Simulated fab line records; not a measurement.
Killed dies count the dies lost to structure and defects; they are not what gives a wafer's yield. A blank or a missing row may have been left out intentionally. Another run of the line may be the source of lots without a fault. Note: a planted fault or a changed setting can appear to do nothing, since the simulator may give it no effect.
2 desks, one fault ; flow sky130 ; each desk holds nothing but its own numbers, with what lay behind them at the end

## FROM THE METROLOGY DESK
Means of the sampled wafers that have a number, per lot and without regard to the tool the lot ran on: this is what the gauges read. Any lot whose mean is over 4 standard deviations away from the usual mean is out of limits and marked OUT; that distance is given in the brackets.
Columns: A = cd_nm at SKY_METAL4_CD_MEAS_13, usual 299.8 nm; B = METAL5_ALCU_RS at SKY_METAL5_RS_MEAS_05, usual 0.02705 ohm/sq
lot;first seen here;A;B
L348;day 43 02:59;299.5;0.02715
L351;day 44 07:38;301.2;0.02718
L353;day 44 17:11;299.0;0.02680
L354;day 44 18:32;300.6;0.02686
L356;day 45 10:14;298.3;0.02720
L357;day 45 14:41;299.6;0.02729
L358;day 45 17:53;297.6;0.02673
L359;day 46 03:03;298.4;0.02687
L362;day 46 13:05;297.8;0.02687
L366;day 47 12:41;300.0;0.02707
L368;day 47 17:59;299.3;0.02761
L369;day 48 03:29;298.4;0.02699
Result from this desk: across the 12 lots, nothing is out of limits.

## FOR THE TOOL OWNER'S DESK: plasma_asher-02
The tool's own readings at SKY_RES_PROTECT_STRIP_07 (strips in O2/N2): means of the sampled wafers that have a number, for each lot that ran on this tool. Any lot whose mean is over 4 standard deviations away from the usual mean is out of limits and marked OUT; that distance is given in the brackets.
Columns: A = drypump_motor_current_A at SKY_RES_PROTECT_STRIP_07, usual 5.73 A; B = n2_flow_sccm at SKY_RES_PROTECT_STRIP_07, usual 300.1 sccm; C = oes_product_au at SKY_RES_PROTECT_STRIP_07, usual 0.518 a.u.; D = strip_time_to_endpoint_s at SKY_RES_PROTECT_STRIP_07, usual 23.31 s
lot;first seen here;A;B;C;D
L348;day 16 05:02;5.77;300.4;0.516;23.31
L353;day 18 11:14;5.70;300.8;0.517;23.29
L354;day 18 11:32;5.77;300.6;0.519;23.34
L358;day 19 20:46;5.87;300.3;0.519;23.29
L359;day 20 04:22;5.77;300.3;0.518;23.32
L368;day 22 17:37;5.84;300.5;0.517;23.22
L369;day 22 20:44;5.85;299.8;0.517;23.35
Result from this desk: across the 7 lots, nothing is out of limits.

## PUT TOGETHER
The metrology desk saw nothing out of limits.
The desk of the tool owner found nothing out of limits.

## WHAT HAD BEEN PUT IN BY THE SIMULATOR
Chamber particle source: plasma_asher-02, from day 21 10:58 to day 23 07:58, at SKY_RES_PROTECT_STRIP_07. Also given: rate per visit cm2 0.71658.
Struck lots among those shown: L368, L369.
